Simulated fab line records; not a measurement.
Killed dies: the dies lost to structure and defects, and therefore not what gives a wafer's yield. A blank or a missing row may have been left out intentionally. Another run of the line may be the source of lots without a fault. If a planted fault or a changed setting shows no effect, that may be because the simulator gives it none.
What tool caused it? + flow gf180mcu + Sampling: 24 lots, 72 wafers, 6 of 602 route steps

== WHAT EACH GAUGE READ, for each wafer ==
GF_V2_RS_MEAS_24: a four-point-probe measurement. Usual: V2_W_RS gives 0.326 ohm/sq (standard deviation 0.0053).
| lot  | measured     | on            | V2_W_RS (ohm/sq)  | flag |
|------|--------------|---------------|-------------------|------|
| L074 | day 20 07:41 | film-metro-02 | 0.324 0.324 0.324 |      |
| L075 | day 20 14:58 | film-metro-02 | 0.317 0.338 0.317 |      |
| L076 | day 21 03:21 | film-metro-02 | 0.329 0.328 0.327 |      |
| L077 | day 21 13:25 | film-metro-01 | 0.329 0.323 0.323 |      |
| L078 | day 21 22:09 | film-metro-01 | 0.326 0.327 0.329 |      |
| L079 | day 22 07:53 | film-metro-01 | 0.325 0.325 0.327 |      |
| L080 | day 22 16:46 | film-metro-04 | 0.325 0.327 0.327 |      |
| L081 | day 22 21:46 | film-metro-01 | 0.330 0.331 0.333 |      |
| L082 | day 23 09:46 | film-metro-04 | 0.316 0.314 0.315 |      |
| L083 | day 23 13:01 | film-metro-01 | 0.326 0.324 0.325 |      |
| L084 | day 24 02:38 | film-metro-04 | 0.327 0.329 0.327 |      |
| L085 | day 24 04:20 | film-metro-01 | 0.331 0.319 0.317 |      |
| L086 | day 25 01:34 | film-metro-01 | 0.331 0.317 0.328 |      |
| L087 | day 25 03:07 | film-metro-01 | 0.327 0.329 0.328 |      |
| L088 | day 25 07:46 | film-metro-01 | 0.329 0.326 0.325 |      |
| L089 | day 25 22:29 | film-metro-04 | 0.325 0.329 0.329 |      |
| L090 | day 26 00:53 | film-metro-02 | 0.323 0.322 0.324 |      |
| L091 | day 26 08:00 | film-metro-02 | 0.323 0.324 0.329 |      |
| L092 | day 26 17:44 | film-metro-04 | 0.331 0.317 0.329 |      |
| L093 | day 27 04:50 | film-metro-01 | 0.332 0.322 0.323 |      |
| L094 | day 27 06:33 | film-metro-01 | 0.321 0.339 0.321 |      |
| L096 | day 27 20:10 | film-metro-02 | 0.331 0.322 0.320 |      |
| L095 | day 27 22:58 | film-metro-04 | 0.322 0.324 0.337 |      |
| L097 | day 27 23:23 | film-metro-04 | 0.328 0.337 0.341 |      |

GF_M3_RS_MEAS_05: a four-point-probe measurement. Usual: M3_ALCU_RS gives 0.0697 ohm/sq (standard deviation 0.00068).
| lot  | measured     | on            | M3_ALCU_RS (ohm/sq)  | flag |
|------|--------------|---------------|----------------------|------|
| L074 | day 20 08:23 | film-metro-04 | 0.0702 0.0686 0.0688 |      |
| L075 | day 20 15:40 | film-metro-02 | 0.0695 0.0695 0.0704 |      |
| L076 | day 21 04:03 | film-metro-04 | 0.0706 0.0697 0.0704 |      |
| L077 | day 21 14:07 | film-metro-04 | 0.0694 0.0706 0.0693 |      |
| L078 | day 21 23:03 | film-metro-03 | 0.0688 0.0690 0.0686 |      |
| L079 | day 22 08:51 | film-metro-04 | 0.0693 0.0708 0.0704 |      |
| L080 | day 22 17:28 | film-metro-04 | 0.0704 0.0703 0.0701 |      |
| L081 | day 22 22:28 | film-metro-02 | 0.0703 0.0704 0.0703 |      |
| L082 | day 23 10:28 | film-metro-03 | 0.0705 0.0703 0.0697 |      |
| L083 | day 23 13:43 | film-metro-04 | 0.0691 0.0691 0.0693 |      |
| L084 | day 24 03:20 | film-metro-04 | 0.0687 0.0691 0.0690 |      |
| L085 | day 24 05:02 | film-metro-02 | 0.0687 0.0688 0.0692 |      |
| L086 | day 25 02:16 | film-metro-04 | 0.0685 0.0685 0.0684 |      |
| L087 | day 25 03:49 | film-metro-04 | 0.0692 0.0701 0.0698 |      |
| L088 | day 25 08:28 | film-metro-02 | 0.0692 0.0686 0.0700 |      |
| L089 | day 25 23:11 | film-metro-03 | 0.0699 0.0689 0.0705 |      |
| L090 | day 26 01:35 | film-metro-04 | 0.0700 0.0695 0.0693 |      |
| L091 | day 26 08:42 | film-metro-03 | 0.0693 0.0700 0.0700 |      |
| L092 | day 26 18:26 | film-metro-02 | 0.0704 0.0692 0.0703 |      |
| L093 | day 27 05:32 | film-metro-03 | 0.0696 0.0693 0.0696 |      |
| L094 | day 27 07:15 | film-metro-03 | 0.0708 0.0695 0.0706 |      |
| L096 | day 27 20:52 | film-metro-02 | 0.0698 0.0696 0.0699 |      |
| L095 | day 27 23:40 | film-metro-02 | 0.0698 0.0699 0.0706 |      |
| L097 | day 28 00:05 | film-metro-02 | 0.0706 0.0693 0.0699 |      |

GF_M4_RS_MEAS_05: a four-point-probe measurement. Usual: M4_ALCU_RS gives 0.0695 ohm/sq (standard deviation 0.00064).
| lot  | measured     | on            | M4_ALCU_RS (ohm/sq)  | flag |
|------|--------------|---------------|----------------------|------|
| L074 | day 22 10:51 | film-metro-04 | 0.0688 0.0696 0.0695 |      |
| L075 | day 22 17:22 | film-metro-01 | 0.0690 0.0702 0.0686 |      |
| L076 | day 23 05:53 | film-metro-03 | 0.0700 0.0697 0.0698 |      |
| L077 | day 23 17:01 | film-metro-03 | 0.0700 0.0698 0.0684 |      |
| L078 | day 24 00:02 | film-metro-04 | 0.0701 0.0700 0.0695 |      |
| L079 | day 24 09:16 | film-metro-01 | 0.0688 0.0690 0.0687 |      |
| L080 | day 24 17:35 | film-metro-01 | 0.0701 0.0701 0.0702 |      |
| L081 | day 24 21:38 | film-metro-01 | 0.0693 0.0692 0.0693 |      |
| L082 | day 25 10:26 | film-metro-01 | 0.0685 0.0692 0.0688 |      |
| L083 | day 25 11:49 | film-metro-04 | 0.0683 0.0702 0.0684 |      |
| L084 | day 26 00:56 | film-metro-03 | 0.0702 0.0685 0.0698 |      |
| L085 | day 26 03:18 | film-metro-01 | 0.0689 0.0691 0.0693 |      |
| L086 | day 26 22:31 | film-metro-03 | 0.0686 0.0692 0.0695 |      |
| L087 | day 27 00:06 | film-metro-04 | 0.0685 0.0683 0.0690 |      |
| L088 | day 27 04:52 | film-metro-03 | 0.0693 0.0695 0.0688 |      |
| L089 | day 27 19:02 | film-metro-01 | 0.0701 0.0706 0.0703 |      |
| L090 | day 27 21:40 | film-metro-04 | 0.0704 0.0702 0.0703 |      |
| L091 | day 28 04:10 | film-metro-01 | 0.0685 0.0693 0.0689 |      |
| L092 | day 28 13:26 | film-metro-03 | 0.0706 0.0694 0.0702 |      |
| L093 | day 28 23:09 | film-metro-01 | 0.0692 0.0700 0.0698 |      |
| L094 | day 29 01:28 | film-metro-03 | 0.0690 0.0698 0.0690 |      |
| L096 | day 29 14:59 | film-metro-01 | 0.0696 0.0697 0.0694 |      |
| L095 | day 29 16:43 | film-metro-04 | 0.0700 0.0697 0.0691 |      |
| L097 | day 29 17:43 | film-metro-01 | 0.0690 0.0701 0.0694 |      |

== TOOL THAT RAN EACH LOT (tool first, then ch and the chambers of the sampled wafers, then the start) ==
| lot  | GF_V1_SPUTTER_21             | GF_M2_SPUTTER_04             | GF_V2_CMP_26                  |
|------|------------------------------|------------------------------|-------------------------------|
| L074 | pvd-sputter-03, day 18 03:49 | pvd-sputter-04, day 18 04:48 | cmp-01 ch 2,3, day 20 07:55   |
| L075 | pvd-sputter-01, day 18 10:38 | pvd-sputter-04, day 18 11:31 | cmp-01 ch 0,1,2, day 20 15:08 |
| L076 | pvd-sputter-02, day 18 22:41 | pvd-sputter-03, day 18 23:34 | cmp-02 ch 1,2,3, day 21 03:32 |
| L077 | pvd-sputter-03, day 19 09:28 | pvd-sputter-04, day 19 10:20 | cmp-02 ch 0,1, day 21 13:32   |
| L078 | pvd-sputter-02, day 19 17:26 | pvd-sputter-04, day 19 18:19 | cmp-01 ch 0,2,3, day 21 22:32 |
| L079 | pvd-sputter-02, day 20 04:54 | pvd-sputter-04, day 20 05:47 | cmp-02 ch 0,3, day 22 08:19   |
| L080 | pvd-sputter-03, day 20 15:06 | pvd-sputter-01, day 20 15:58 | cmp-01 ch 0,3, day 22 16:57   |
| L081 | pvd-sputter-02, day 20 19:31 | pvd-sputter-03, day 20 20:23 | cmp-02 ch 0,2,3, day 22 21:57 |
| L082 | pvd-sputter-03, day 21 08:32 | pvd-sputter-03, day 21 09:25 | cmp-01 ch 0,2,3, day 23 10:03 |
| L083 | pvd-sputter-03, day 21 11:28 | pvd-sputter-04, day 21 12:20 | cmp-01 ch 0,2,3, day 23 13:12 |
| L084 | pvd-sputter-03, day 22 00:44 | pvd-sputter-03, day 22 01:37 | cmp-01 ch 0,1,3, day 24 02:53 |
| L085 | pvd-sputter-03, day 22 04:01 | pvd-sputter-03, day 22 04:53 | cmp-02 ch 0,1,2, day 24 04:34 |
| L086 | pvd-sputter-03, day 23 01:35 | pvd-sputter-04, day 23 02:28 | cmp-01 ch 0,2,3, day 25 01:50 |
| L087 | pvd-sputter-03, day 23 03:31 | pvd-sputter-04, day 23 04:23 | cmp-01 ch 0,1,3, day 25 03:16 |
| L088 | pvd-sputter-03, day 23 08:50 | pvd-sputter-04, day 23 09:50 | cmp-01 ch 1,2,3, day 25 08:00 |
| L089 | pvd-sputter-02, day 24 00:23 | pvd-sputter-01, day 24 01:16 | cmp-01 ch 0,2,3, day 25 22:43 |
| L090 | pvd-sputter-03, day 24 03:01 | pvd-sputter-03, day 24 03:53 | cmp-02 ch 0,3, day 26 01:03   |
| L091 | pvd-sputter-02, day 24 09:13 | pvd-sputter-03, day 24 10:05 | cmp-02 ch 0,3, day 26 08:11   |
| L092 | pvd-sputter-01, day 24 19:29 | pvd-sputter-04, day 24 20:22 | cmp-01 ch 2,3, day 26 17:53   |
| L093 | pvd-sputter-02, day 25 07:35 | pvd-sputter-03, day 25 08:44 | cmp-01 ch 0,2, day 27 05:02   |
| L094 | pvd-sputter-01, day 25 09:44 | pvd-sputter-03, day 25 10:42 | cmp-02 ch 0,1,2, day 27 06:44 |
| L096 | pvd-sputter-03, day 26 00:59 | pvd-sputter-04, day 26 01:52 | cmp-01 ch 0,3, day 27 20:20   |
| L095 | pvd-sputter-03, day 26 02:28 | pvd-sputter-03, day 26 03:20 | cmp-02 ch 0,1,2, day 27 23:14 |
| L097 | pvd-sputter-02, day 26 02:41 | pvd-sputter-01, day 26 03:34 | cmp-02 ch 0,2,3, day 27 23:34 |
- GF_V1_SPUTTER_21: material Ti, target thk 15 nm, time 80.02 s.
- GF_M2_SPUTTER_04: material TiN, target thk 50 nm, time 41.7 s.
- GF_V2_CMP_26: polishes, stops on SiO2, t overpolish 15 s, target thk 0 nm.

== WHAT THE TOOLS THEMSELVES READ (means of the sampled wafers that have a number; where no wafer has one, the mark that the record gives instead) ==
GF_V1_SPUTTER_21. Usual: substrate-temp-c 200.02 C, standard deviation 0.17; throttle-valve-pct 29.5 %, standard deviation 0.97.
| lot  | tool           | substrate-temp-c (C) | throttle-valve-pct (%) | flag |
|------|----------------|----------------------|------------------------|------|
| L074 | pvd-sputter-03 | 200.22               | 29.1                   |      |
| L075 | pvd-sputter-01 | 200.09               | 30.1                   |      |
| L076 | pvd-sputter-02 | 199.94               | 29.8                   |      |
| L077 | pvd-sputter-03 | 200.15               | 28.6                   |      |
| L078 | pvd-sputter-02 | 199.89               | 29.3                   |      |
| L079 | pvd-sputter-02 | 199.87               | 29.4                   |      |
| L080 | pvd-sputter-03 | 200.00               | 30.1                   |      |
| L081 | pvd-sputter-02 | 200.14               | 30.0                   |      |
| L082 | pvd-sputter-03 | 200.08               | 29.2                   |      |
| L083 | pvd-sputter-03 | 200.21               | 30.4                   |      |
| L084 | pvd-sputter-03 | 199.99               | 29.1                   |      |
| L085 | pvd-sputter-03 | 200.06               | 29.3                   |      |
| L086 | pvd-sputter-03 | 199.97               | 29.1                   |      |
| L087 | pvd-sputter-03 | 200.03               | 30.1                   |      |
| L088 | pvd-sputter-03 | 199.95               | 29.3                   |      |
| L089 | pvd-sputter-02 | 199.92               | 29.2                   |      |
| L090 | pvd-sputter-03 | 199.97               | 28.4                   |      |
| L091 | pvd-sputter-02 | 200.25               | 29.1                   |      |
| L092 | pvd-sputter-01 | 199.86               | 30.0                   |      |
| L093 | pvd-sputter-02 | 200.06               | 30.5                   |      |
| L094 | pvd-sputter-01 | 200.07               | 30.4                   |      |
| L096 | pvd-sputter-03 | 199.99               | 28.2                   |      |
| L095 | pvd-sputter-03 | 200.14               | 30.1                   |      |
| L097 | pvd-sputter-02 | 200.07               | 29.7                   |      |

GF_M2_SPUTTER_04. Usual: 29.5 % for throttle-valve-pct, sd 1.1.
| lot  | tool           | throttle-valve-pct (%) | flag |
|------|----------------|------------------------|------|
| L074 | pvd-sputter-04 | 28.6                   |      |
| L075 | pvd-sputter-04 | 28.9                   |      |
| L076 | pvd-sputter-03 | 29.9                   |      |
| L077 | pvd-sputter-04 | 29.9                   |      |
| L078 | pvd-sputter-04 | 30.0                   |      |
| L079 | pvd-sputter-04 | 28.4                   |      |
| L080 | pvd-sputter-01 | 29.3                   |      |
| L081 | pvd-sputter-03 | 29.3                   |      |
| L082 | pvd-sputter-03 | 29.9                   |      |
| L083 | pvd-sputter-04 | 28.8                   |      |
| L084 | pvd-sputter-03 | 29.6                   |      |
| L085 | pvd-sputter-03 | 29.6                   |      |
| L086 | pvd-sputter-04 | 30.0                   |      |
| L087 | pvd-sputter-04 | 29.9                   |      |
| L088 | pvd-sputter-04 | 29.0                   |      |
| L089 | pvd-sputter-01 | 29.7                   |      |
| L090 | pvd-sputter-03 | 29.9                   |      |
| L091 | pvd-sputter-03 | 30.1                   |      |
| L092 | pvd-sputter-04 | 29.0                   |      |
| L093 | pvd-sputter-03 | 28.4                   |      |
| L094 | pvd-sputter-03 | 29.8                   |      |
| L096 | pvd-sputter-04 | 29.5                   |      |
| L095 | pvd-sputter-03 | 29.8                   |      |
| L097 | pvd-sputter-01 | 29.5                   |      |

GF_V2_CMP_26. Usual: motor-current-A 10.9 A, standard deviation 0.96; overpolish-run-s 15.000 s, standard deviation 0.0087; platen-rpm 60.00 rpm, standard deviation 0.044; time-to-endpoint-s 84 s, standard deviation 4.1.
| lot  | tool   | motor-current-A (A) | overpolish-run-s (s) | platen-rpm (rpm) | time-to-endpoint-s (s) | flag |
|------|--------|---------------------|----------------------|------------------|------------------------|------|
| L074 | cmp-01 | 12.4                | 14.994               | 60.04            | 88                     |      |
| L075 | cmp-01 | 11.0                | 15.008               | 59.98            | 86                     |      |
| L076 | cmp-02 | 10.7                | 15.002               | 60.01            | 84                     |      |
| L077 | cmp-02 | 10.2                | 14.998               | 60.00            | 82                     |      |
| L078 | cmp-01 | 11.7                | 15.008               | 59.98            | 87                     |      |
| L079 | cmp-02 | 9.8                 | 14.997               | 59.93            | 83                     |      |
| L080 | cmp-01 | 11.8                | 15.004               | 59.97            | 88                     |      |
| L081 | cmp-02 | 10.0                | 14.997               | 60.04            | 81                     |      |
| L082 | cmp-01 | 11.5                | 15.001               | 59.96            | 90                     |      |
| L083 | cmp-01 | 11.8                | 15.002               | 59.99            | 93                     |      |
| L084 | cmp-01 | 10.8                | 15.001               | 60.02            | 89                     |      |
| L085 | cmp-02 | 10.4                | 14.997               | 59.97            | 85                     |      |
| L086 | cmp-01 | 11.6                | 14.999               | 59.97            | 86                     |      |
| L087 | cmp-01 | 11.0                | 15.010               | 59.98            | 81                     |      |
| L088 | cmp-01 | 11.1                | 14.996               | 60.02            | 83                     |      |
| L089 | cmp-01 | 11.8                | 14.995               | 59.99            | 85                     |      |
| L090 | cmp-02 | 9.7                 | 14.995               | 60.05            | 84                     |      |
| L091 | cmp-02 | 10.3                | 14.996               | 60.03            | 84                     |      |
| L092 | cmp-01 | 12.0                | 14.997               | 60.01            | 80                     |      |
| L093 | cmp-01 | 11.2                | 15.002               | 60.01            | 84                     |      |
| L094 | cmp-02 | 10.8                | 14.996               | 60.03            | 81                     |      |
| L096 | cmp-01 | 11.1                | 14.998               | 60.02            | 85                     |      |
| L095 | cmp-02 | 10.8                | 14.999               | 59.97            | 84                     |      |
| L097 | cmp-02 | 10.3                | 15.004               | 59.97            | 80                     |      |

== THE ANSWER, worked out from the rows above alone ==
Rule: lot off if the mean of its wafers having a number is beyond 3 standard deviations from the usual mean. A lot without any number at a reading at which 4 lots or more have one is off too. Any other lot the step has rows for is counted as sound. First the gauges in route order, then the tools' own readings, where a lot's mean is used as printed above. At the first step where some lot is off, the reading lying furthest off is the one used; lots without a number count as furthest.
No lot is off on any of the readings shown, so nothing can be concluded from this.

== WHAT THE SIMULATOR HAD INSERTED ==
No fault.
